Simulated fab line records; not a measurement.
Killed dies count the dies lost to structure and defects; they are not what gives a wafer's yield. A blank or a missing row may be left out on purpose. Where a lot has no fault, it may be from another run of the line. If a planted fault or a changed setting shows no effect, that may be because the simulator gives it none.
Shared-tool check / flow sky130 / 42 wafers sampled across 14 lots

## THE REASON FOR OPENING IT
Of 14 lots, 2 have the reading SD_N_RS flagged at SKY_SD_N_RS_MEAS_16. No-fault wafers: 68.48 ohm/sq, standard deviation 0.13.
Rule: a lot is flagged in two cases, either no wafer of it has a number, or all its wafers with numbers fall more than 4 standard deviations from that mean. As for the other lots, they are considered sound.

lot=L798; measured=day 27 13:44; on=filmMetro-04; SD_N_RS (ohm/sq), wafer by wafer=68.32 68.25 68.31; flag=
lot=L799; measured=day 28 02:43; on=filmMetro-02; SD_N_RS (ohm/sq), wafer by wafer=68.57 68.47 68.51; flag=
lot=L802; measured=day 29 12:07; on=filmMetro-03; SD_N_RS (ohm/sq), wafer by wafer=68.60 68.44 68.53; flag=
lot=L804; measured=day 30 07:14; on=filmMetro-03; SD_N_RS (ohm/sq), wafer by wafer=68.61 68.49 68.49; flag=
lot=L805; measured=day 30 16:13; on=filmMetro-04; SD_N_RS (ohm/sq), wafer by wafer=68.55 68.35 68.52; flag=
lot=L807; measured=day 31 02:04; on=filmMetro-02; SD_N_RS (ohm/sq), wafer by wafer=68.44 68.46 68.67; flag=
lot=L808; measured=day 31 09:42; on=filmMetro-04; SD_N_RS (ohm/sq), wafer by wafer=68.05 68.29 68.44; flag=
lot=L809; measured=day 31 16:36; on=filmMetro-02; SD_N_RS (ohm/sq), wafer by wafer=68.63 68.56 68.22; flag=
lot=L810; measured=day 32 02:46; on=filmMetro-02; SD_N_RS (ohm/sq), wafer by wafer=68.43 68.42 68.48; flag=
lot=L812; measured=day 32 21:57; on=filmMetro-03; SD_N_RS (ohm/sq), wafer by wafer=68.33 68.41 68.51; flag=
lot=L814; measured=day 33 05:52; on=filmMetro-04; SD_N_RS (ohm/sq), wafer by wafer=69.19 69.08 69.07; flag=FLAGGED
lot=L815; measured=day 33 21:38; on=filmMetro-04; SD_N_RS (ohm/sq), wafer by wafer=68.31 68.28 68.31; flag=
lot=L816; measured=day 34 00:42; on=filmMetro-02; SD_N_RS (ohm/sq), wafer by wafer=69.16 69.15 69.24; flag=FLAGGED
lot=L818; measured=day 34 18:02; on=filmMetro-02; SD_N_RS (ohm/sq), wafer by wafer=68.53 68.60 68.65; flag=
Average over the flagged lots: 69.15 ohm/sq; offset from the usual +0.67 ohm/sq, equal to +5 standard deviations.

## WHICH TOOL EACH LOT WENT THROUGH
The record holds 2 process steps before the reading, out of a route of 708 steps. In each cell: the tool, then ch and the chambers that the sampled wafers went through, then the start.
lot=L798; flag=; SKY_SD_N_IMPLANT_09=implanter-03 ch 0, day 27 13:00; SKY_SD_N_STRIP_11=plasmaAsher-03 ch 0,1, day 27 13:17
lot=L799; flag=; SKY_SD_N_IMPLANT_09=implanter-03 ch 0, day 28 02:02; SKY_SD_N_STRIP_11=plasmaAsher-02 ch 0,1, day 28 02:20
lot=L802; flag=; SKY_SD_N_IMPLANT_09=implanter-02 ch 0, day 29 11:26; SKY_SD_N_STRIP_11=plasmaAsher-03 ch 0,1, day 29 11:43
lot=L804; flag=; SKY_SD_N_IMPLANT_09=implanter-02 ch 0, day 30 06:34; SKY_SD_N_STRIP_11=plasmaAsher-01 ch 0,1, day 30 06:50
lot=L805; flag=; SKY_SD_N_IMPLANT_09=implanter-02 ch 0, day 30 15:32; SKY_SD_N_STRIP_11=plasmaAsher-01 ch 0,1, day 30 15:50
lot=L807; flag=; SKY_SD_N_IMPLANT_09=implanter-03 ch 0, day 31 01:23; SKY_SD_N_STRIP_11=plasmaAsher-01 ch 0, day 31 01:41
lot=L808; flag=; SKY_SD_N_IMPLANT_09=implanter-03 ch 0, day 31 09:02; SKY_SD_N_STRIP_11=plasmaAsher-03 ch 0,1, day 31 09:18
lot=L809; flag=; SKY_SD_N_IMPLANT_09=implanter-01 ch 0, day 31 15:56; SKY_SD_N_STRIP_11=plasmaAsher-01 ch 0,1, day 31 16:12
lot=L810; flag=; SKY_SD_N_IMPLANT_09=implanter-02 ch 0, day 32 02:02; SKY_SD_N_STRIP_11=plasmaAsher-02 ch 0,1, day 32 02:20
lot=L812; flag=; SKY_SD_N_IMPLANT_09=implanter-01 ch 0, day 32 21:16; SKY_SD_N_STRIP_11=plasmaAsher-02 ch 0,1, day 32 21:32
lot=L814; flag=FLAGGED; SKY_SD_N_IMPLANT_09=implanter-01 ch 0, day 33 05:11; SKY_SD_N_STRIP_11=plasmaAsher-01 ch 0,1, day 33 05:28
lot=L815; flag=; SKY_SD_N_IMPLANT_09=implanter-03 ch 0, day 33 20:56; SKY_SD_N_STRIP_11=plasmaAsher-02 ch 0,1, day 33 21:14
lot=L816; flag=FLAGGED; SKY_SD_N_IMPLANT_09=implanter-01 ch 0, day 34 00:01; SKY_SD_N_STRIP_11=plasmaAsher-03 ch 0,1, day 34 00:17
lot=L818; flag=; SKY_SD_N_IMPLANT_09=implanter-03 ch 0, day 34 17:21; SKY_SD_N_STRIP_11=plasmaAsher-01 ch 0,1, day 34 17:39
These steps, and what they do:
- SKY_SD_N_IMPLANT_09
- SKY_SD_N_STRIP_11: strips in O2/N2.
- SKY_SD_N_RS_MEAS_16: measures by four-point-probe.

## FLAGGED OVER TOTAL, TOOL BY TOOL (the gauges that took the reading come last)
step=SKY_SD_N_IMPLANT_09; tool=implanter-01; lots run=4; flagged=2; share of the flagged lots=all; sound lots run after its first flagged lot=0
step=SKY_SD_N_IMPLANT_09; tool=implanter-02; lots run=4; flagged=0; share of the flagged lots=none; sound lots run after its first flagged lot=-
step=SKY_SD_N_IMPLANT_09; tool=implanter-03; lots run=6; flagged=0; share of the flagged lots=none; sound lots run after its first flagged lot=-
step=SKY_SD_N_STRIP_11; tool=plasmaAsher-01; lots run=6; flagged=1; share of the flagged lots=some; sound lots run after its first flagged lot=1 (L818)
step=SKY_SD_N_STRIP_11; tool=plasmaAsher-02; lots run=4; flagged=0; share of the flagged lots=none; sound lots run after its first flagged lot=-
step=SKY_SD_N_STRIP_11; tool=plasmaAsher-03; lots run=4; flagged=1; share of the flagged lots=some; sound lots run after its first flagged lot=0
step=SKY_SD_N_RS_MEAS_16; tool=filmMetro-02; lots run=6; flagged=1; share of the flagged lots=some; sound lots run after its first flagged lot=1 (L818)
step=SKY_SD_N_RS_MEAS_16; tool=filmMetro-03; lots run=3; flagged=0; share of the flagged lots=none; sound lots run after its first flagged lot=-
step=SKY_SD_N_RS_MEAS_16; tool=filmMetro-04; lots run=5; flagged=1; share of the flagged lots=some; sound lots run after its first flagged lot=1 (L815)

## WHAT IS ALLOWED BY THE TABLE
All flagged lots share 1 row of the table, namely implanter-01 at SKY_SD_N_IMPLANT_09.
- implanter-01 at SKY_SD_N_IMPLANT_09 ran 4 lots, 2 of them flagged. Its last sound lot is L812 (day 32 21:16), its first flagged lot L814 (day 33 05:11): a fault that began between those two fits. Its own readings lie more than 4 standard deviations out on every wafer of the flagged lots: doseIonsCm2.
What remains is a single tool, implanter-01 at SKY_SD_N_IMPLANT_09.

## WHAT THE SIMULATOR PUT IN
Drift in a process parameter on implanter-01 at SKY_SD_N_IMPLANT_09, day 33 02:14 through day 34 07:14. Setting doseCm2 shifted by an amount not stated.
Struck lots among those shown: L814, L816. This agrees with what the rule above found.
